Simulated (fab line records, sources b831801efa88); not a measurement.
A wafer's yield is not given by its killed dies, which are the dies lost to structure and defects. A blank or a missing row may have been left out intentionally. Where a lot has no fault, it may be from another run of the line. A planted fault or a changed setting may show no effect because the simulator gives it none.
A struck lot beside a sound one | flow sky130 | 31 steps out of a route of 708
Sound: wafers L154.2, L154.3, L154.4. Wafers struck: L159.2, L159.3, L159.5. The cause is named last.
For every step that has rows: the tool of each side, followed by ch and its chambers, followed by its first start. Under that, the readings that differ: sound wafers | struck wafers | difference of the means | sigmas: that difference in standard deviations of wafers without a fault.
alike: readings whose means differ by less than 2 such deviations, and words and numbers that are the same on both sides. not compared: withheld readings, readings that some wafer has no value for, bounds like >300 that may hide the same value, and numbers for which the record gives no deviation and whose values overlap.
A row with sigmas, a row that says differs or no value, or rows on one side alone: a step with any of these is where the two part. Non-overlapping numbers with no deviation appear without sigmas and do not part them. A reading missing from all wafers of one side parts the sides only when that side holds two or more wafers.

first, 1 step without rows for these wafers: SKY_PWDE_IMPLANT_08.
SKY_PWDE_STRIP_09: strips in O2/N2.
  sound on plasma_asher-01 ch 0,1, day 4 05:18; struck on plasma_asher-01 ch 0,1, day 5 22:36
  alike: drypump_motor_current_A, oes_product_au, strip_time_to_endpoint_s
  not compared: rf_hours_counter_h
SKY_PWDE_TW_MEAS_10:
  sound: film_metro-04 at day 4 05:25; struck: film_metro-04 at day 5 22:43
  alike: PWDE_TW
then, 7 steps without rows for these wafers: SKY_NWELL_DEHYDRATE_03 (time 60 s); SKY_NWELL_HMDS_04 (prime time 60 s); SKY_NWELL_COAT_05 (resist thk 3000 nm); SKY_NWELL_SOFTBAKE_06; SKY_NWELL_EXPOSE_07 (exposes mask NWM, target cd 840 nm); SKY_NWELL_PEB_08; SKY_NWELL_DEVELOP_09 (develop time 60 s).
SKY_NWELL_OVL_MEAS_10:
  sound: overlay-01 at day 4 21:37; struck: overlay-02 at day 6 17:04
  alike: NWELL_00_OVL
after that, 1 step had no rows for these wafers: SKY_NWELL_IMPLANT_11.
SKY_NWELL_IMPLANT_12:
  sound on implanter-02 ch 0, day 4 21:49; struck on implanter-02 ch 0, day 6 18:33
after that, 1 step had no rows for these wafers: SKY_NWELL_IMPLANT_13.
SKY_NWELL_STRIP_14: strips in O2/N2.
  sound on plasma_asher-04 ch 0,1, day 4 22:05; struck on plasma_asher-02 ch 0,1, day 6 18:49
  alike: drypump_motor_current_A, oes_product_au, strip_time_to_endpoint_s
  not compared: rf_hours_counter_h
SKY_NWELL_TW_MEAS_15:
  sound: film_metro-01 at day 4 22:12; struck: film_metro-02 at day 6 18:56
  alike: NWELL_TW
then, 7 steps without rows for these wafers: SKY_NWELL_DEHYDRATE_16 (time 60 s); SKY_NWELL_HMDS_17 (prime time 60 s); SKY_NWELL_COAT_18 (resist thk 3000 nm); SKY_NWELL_SOFTBAKE_19; SKY_NWELL_EXPOSE_20 (exposes mask NWM COMPLEMENT, target cd 840 nm); SKY_NWELL_PEB_21; SKY_NWELL_DEVELOP_22 (develop time 60 s).
SKY_NWELL_OVL_MEAS_23:
  sound: overlay-01 at day 5 15:19; struck: overlay-01 at day 7 13:13
  alike: NWELL_01_OVL
after that, 1 step had no rows for these wafers: SKY_NWELL_IMPLANT_24.
SKY_NWELL_STRIP_25: strips in O2/N2.
  sound on plasma_asher-03 ch 0,1, day 5 15:30; struck on plasma_asher-04 ch 0,1, day 7 13:23
  alike: drypump_motor_current_A, oes_product_au, strip_time_to_endpoint_s
  not compared: rf_hours_counter_h
SKY_NWELL_TW_MEAS_26:
  sound: film_metro-01 at day 5 15:37; struck: film_metro-02 at day 7 13:30
  alike: NWELL_2_TW
then, 1 step without rows for these wafers: SKY_NWELL_CLEAN_27 (cleans in SC1/SC2, time 150 s).
SKY_NWELL_RTA_28: time 30 s.
  sound on rtp_anneal-02 ch 0, day 5 15:44; struck on rtp_anneal-02 ch 0, day 7 13:37
  alike: lamp_power_pct, ramp_down_c_per_s, wafer_temp_C_max
SKY_NWELL_RS_MEAS_29: measures by four-point-probe.
  sound: film_metro-02 at day 5 15:50; struck: film_metro-01 at day 7 14:05
  reading           | sound             | struck            | difference | sigmas
  NWELL_RS (ohm/sq) | 625.5 625.2 625.9 | 594.5 596.0 593.2 | -31.0      | -21
-- the record jumps here: 40 days lie between the struck wafers' starts before and after (it left off in module NWELL and takes up again in module PAD_OPEN, whose first step shown is number 708 of the route) --
SKY_PAD_OPEN_PROBE_99:
  sound: prober-01 at day 46 00:43; struck: prober-02 at day 48 00:31
  reading                                | sound                         | struck                        | difference | sigmas
  model.etest.nfet_16v.r_on_ohm_um       | 1.402e+04 1.416e+04 1.385e+04 | 1.348e+04 1.351e+04 1.335e+04 | -5.633e+02 |
  model.etest.pfet_16v.r_on_ohm_um       | 1.544e+04 1.534e+04 1.536e+04 | 1.618e+04 1.594e+04 1.661e+04 | +8.633e+02 |
  model.etest.pfet_g5v0d10v5.r_on_ohm_um | 4760 4795 4718                | 5287 5258 5272                | +515       |
  model.etest.tip_p.rs_ohm_sq            | 6892 6895 6884                | 7147 7171 7232                | +293       |
  model.etest.tip_p_5v.rs_ohm_sq         | 2852 2816 2834                | 3068 3086 3108                | +253       |
  model.etest.pfet_01v8.r_on_ohm_um      | 2840 2835 2822                | 3050 3037 3066                | +219       |
  model.etest.pfet_g5v0d10v5.drive_ua_um | 339.7 339.4 345.5             | 295.3 297 297.1               | -45.1      |
  model.etest.pfet_01v8_lvt.drive_ua_um  | 174.2 173.4 176               | 145.1 145.9 144.8             | -29.3      |
  alike: killed_at_M0_to_M3, killed_at_M4_up, killed_at_contacts, killed_at_front_end, killed_at_other, killed_dies, killed_open, killed_short

== WHERE THEY PART ==
Only at SKY_NWELL_RS_MEAS_29, as far as this record shows. Later steps at which nothing parts them and some readings are alike: SKY_PAD_OPEN_PROBE_99.

WHY: the cause the simulator had injected
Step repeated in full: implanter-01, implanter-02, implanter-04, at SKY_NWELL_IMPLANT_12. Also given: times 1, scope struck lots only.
